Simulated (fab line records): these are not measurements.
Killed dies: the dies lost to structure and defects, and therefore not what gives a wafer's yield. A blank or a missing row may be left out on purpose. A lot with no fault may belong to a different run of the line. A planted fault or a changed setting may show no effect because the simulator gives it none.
Chamber matching / flow sky130 / SKY_VIA2_ETCH_15 on rie-diel-03: 4 sister chambers
The step etches SiO2 in C4F8/O2/Ar, stops on TiN, target depth 546 nm, time 84 s. 20 wafers are shown with their chamber, then 10 later ones without.

WAFERS PAIRED WITH THEIR CHAMBERS
wafer=L074.1; chamber=3; oes-product-au (a.u.)=0.933
wafer=L074.2; chamber=2; oes-product-au (a.u.)=0.932
wafer=L074.3; chamber=1; oes-product-au (a.u.)=0.944
wafer=L074.4; chamber=0; oes-product-au (a.u.)=0.940
wafer=L074.5; chamber=2; oes-product-au (a.u.)=0.943
wafer=L074.6; chamber=3; oes-product-au (a.u.)=0.938
wafer=L078.1; chamber=2; oes-product-au (a.u.)=0.941
wafer=L078.5; chamber=3; oes-product-au (a.u.)=0.935
wafer=L078.6; chamber=0; oes-product-au (a.u.)=0.938
wafer=L079.2; chamber=2; oes-product-au (a.u.)=0.934
wafer=L079.3; chamber=1; oes-product-au (a.u.)=0.942
wafer=L079.6; chamber=1; oes-product-au (a.u.)=0.936
wafer=L084.4; chamber=1; oes-product-au (a.u.)=0.929
wafer=L084.5; chamber=2; oes-product-au (a.u.)=0.944
wafer=L084.6; chamber=1; oes-product-au (a.u.)=0.936
wafer=L088.2; chamber=2; oes-product-au (a.u.)=0.941
wafer=L088.5; chamber=0; oes-product-au (a.u.)=0.938
wafer=L088.6; chamber=1; oes-product-au (a.u.)=0.946
wafer=L089.1; chamber=3; oes-product-au (a.u.)=0.943
wafer=L089.3; chamber=2; oes-product-au (a.u.)=0.938

SIGNATURES, as means of the wafers listed above
reading=oes-product-au; chamber 0=0.93867; chamber 1=0.93883; chamber 2=0.93900; chamber 3=0.93725; scatter within a chamber=0.0049
Rule: a wafer's distance from a chamber is the root of the sum, over the readings, of the square of ((its reading less the chamber's mean) divided by the reading's scatter). If the next closest chamber is less than 2 further off than the closest, the wafer can't be placed; otherwise it belongs to the closest. The scatter: the root of (the sum of the squares of (reading less its chamber's mean) over the shown wafers, divided by (wafers less chambers)).

WAFERS MISSING THEIR CHAMBER
wafer=L089.5; oes-product-au (a.u.)=0.943
wafer=L092.1; oes-product-au (a.u.)=0.933
wafer=L092.2; oes-product-au (a.u.)=0.944
wafer=L092.6; oes-product-au (a.u.)=0.937
wafer=L093.1; oes-product-au (a.u.)=0.941
wafer=L093.2; oes-product-au (a.u.)=0.942
wafer=L093.3; oes-product-au (a.u.)=0.929
wafer=L097.3; oes-product-au (a.u.)=0.946
wafer=L097.5; oes-product-au (a.u.)=0.939
wafer=L097.6; oes-product-au (a.u.)=0.940

CHAMBER TAKEN BY EACH
wafer=L089.5; from the rows above=can't be placed: 2 or 1 or 0 or 3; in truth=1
wafer=L092.1; from the rows above=can't be placed: 3 or 0 or 1 or 2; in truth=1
wafer=L092.2; from the rows above=can't be placed: 2 or 1 or 0 or 3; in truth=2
wafer=L092.6; from the rows above=can't be placed: 3 or 0 or 1 or 2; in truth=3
wafer=L093.1; from the rows above=can't be placed: 2 or 1 or 0 or 3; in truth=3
wafer=L093.2; from the rows above=can't be placed: 2 or 1 or 0 or 3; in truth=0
wafer=L093.3; from the rows above=can't be placed: 3 or 0 or 1 or 2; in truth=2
wafer=L097.3; from the rows above=can't be placed: 2 or 1 or 0 or 3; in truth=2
wafer=L097.5; from the rows above=can't be placed: 2 or 1 or 0 or 3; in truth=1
wafer=L097.6; from the rows above=can't be placed: 2 or 1 or 0 or 3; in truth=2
0 of 10 placed correctly. Unplaceable from these rows: 10, with the true chamber sitting among the candidates in 10. Number placed wrongly: 0.
